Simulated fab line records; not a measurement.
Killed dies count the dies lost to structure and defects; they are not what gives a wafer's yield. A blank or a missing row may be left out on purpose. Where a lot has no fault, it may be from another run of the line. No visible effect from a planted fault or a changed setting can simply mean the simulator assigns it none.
Check of tool commonality | flow gf180mcu | 13 lots, 39 wafers sampled

== WHAT PROMPTED THE OPENING ==
At GF_PSD_RS_MEAS_14 the reading NSD_RS is flagged on 3 of 13 lots. Wafers without a fault read 45.76 ohm/sq, standard deviation 0.078.
Rule: a lot is flagged in two cases, either no wafer of it has a number, or all its wafers with numbers fall more than 4 standard deviations from that mean. The rest of the lots are taken to be sound.

lot  | measured     | on            | NSD_RS (ohm/sq), wafer by wafer | flag
L954 | day 15 03:17 | film-metro-04 | 45.72 45.83 45.78               |
L955 | day 15 13:24 | film-metro-01 | 45.89 45.83 45.75               |
L957 | day 16 06:43 | film-metro-01 | 45.77 45.75 45.80               |
L958 | day 16 10:41 | film-metro-02 | 45.64 45.70 45.68               |
L959 | day 16 19:31 | film-metro-01 | 45.72 45.88 45.76               |
L962 | day 17 19:55 | film-metro-02 | 45.66 45.80 45.72               |
L964 | day 18 14:46 | film-metro-04 | 45.62 45.85 45.71               |
L965 | day 18 20:58 | film-metro-04 | 45.77 45.78 45.71               |
L970 | day 20 13:58 | film-metro-01 | 47.14 47.18 47.16               | FLAGGED
L971 | day 21 06:30 | film-metro-01 | 47.07 47.16 47.15               | FLAGGED
L972 | day 21 09:29 | film-metro-04 | 47.04 47.04 47.01               | FLAGGED
L973 | day 21 15:55 | film-metro-02 | 45.62 45.72 45.73               |
L974 | day 22 02:46 | film-metro-01 | 45.93 45.81 45.87               |
The mean of the flagged lots' numbers is 47.11 ohm/sq, +1.35 ohm/sq from the usual (+17 standard deviations).

== TOOL THAT RAN EACH LOT ==
The record keeps 1 process step preceding the reading, out of 602 steps on the route. Each cell gives the tool, then ch followed by the chambers the sampled wafers passed through, then the start.
lot  | flag    | GF_PSD_RTA_13
L954 |         | rtp-anneal-02 ch 0, day 15 03:11
L955 |         | rtp-anneal-02 ch 0, day 15 13:19
L957 |         | rtp-anneal-02 ch 0, day 16 06:38
L958 |         | rtp-anneal-01 ch 0, day 16 10:36
L959 |         | rtp-anneal-01 ch 0, day 16 19:26
L962 |         | rtp-anneal-01 ch 0, day 17 19:50
L964 |         | rtp-anneal-02 ch 0, day 18 14:41
L965 |         | rtp-anneal-02 ch 0, day 18 20:53
L970 | FLAGGED | rtp-anneal-02 ch 0, day 20 13:53
L971 | FLAGGED | rtp-anneal-02 ch 0, day 21 06:25
L972 | FLAGGED | rtp-anneal-02 ch 0, day 21 09:23
L973 |         | rtp-anneal-01 ch 0, day 21 15:49
L974 |         | rtp-anneal-01 ch 0, day 22 02:41
What is done by these steps:
- GF_PSD_RTA_13: time 20 s.
- GF_PSD_RS_MEAS_14: measures by four-point-probe.

== FLAGGED AGAINST TOTAL, ONE TOOL AT A TIME (gauges that did the reading follow at the end) ==
step              | tool          | lots run | flagged | share of the flagged lots | sound lots run after its first flagged lot
GF_PSD_RTA_13     | rtp-anneal-01 | 5        | 0       | none                      | -
GF_PSD_RTA_13     | rtp-anneal-02 | 8        | 3       | all                       | 0
GF_PSD_RS_MEAS_14 | film-metro-01 | 6        | 2       | some                      | 1 (L974)
GF_PSD_RS_MEAS_14 | film-metro-02 | 3        | 0       | none                      | -
GF_PSD_RS_MEAS_14 | film-metro-04 | 4        | 1       | some                      | 0

== WHAT THE TABLE PERMITS ==
In the table, 1 row covers all flagged lots: rtp-anneal-02 at GF_PSD_RTA_13.
- rtp-anneal-02 at GF_PSD_RTA_13: 3 of its 8 lots flagged. A fault beginning between L965 (day 18 20:53), its last sound lot, and L970 (day 20 13:53), its first flagged one, fits the data. Its own readings (wafer_temp_C_max) fall more than 4 standard deviations out on all wafers of the flagged lots.
One tool is left: rtp-anneal-02 at GF_PSD_RTA_13.

== WHAT WAS PUT IN BY THE SIMULATOR ==
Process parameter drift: rtp-anneal-02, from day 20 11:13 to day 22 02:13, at GF_PSD_RTA_13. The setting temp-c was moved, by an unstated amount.
Lots struck among those shown: L970, L971, L972. The rule above reached the same finding.
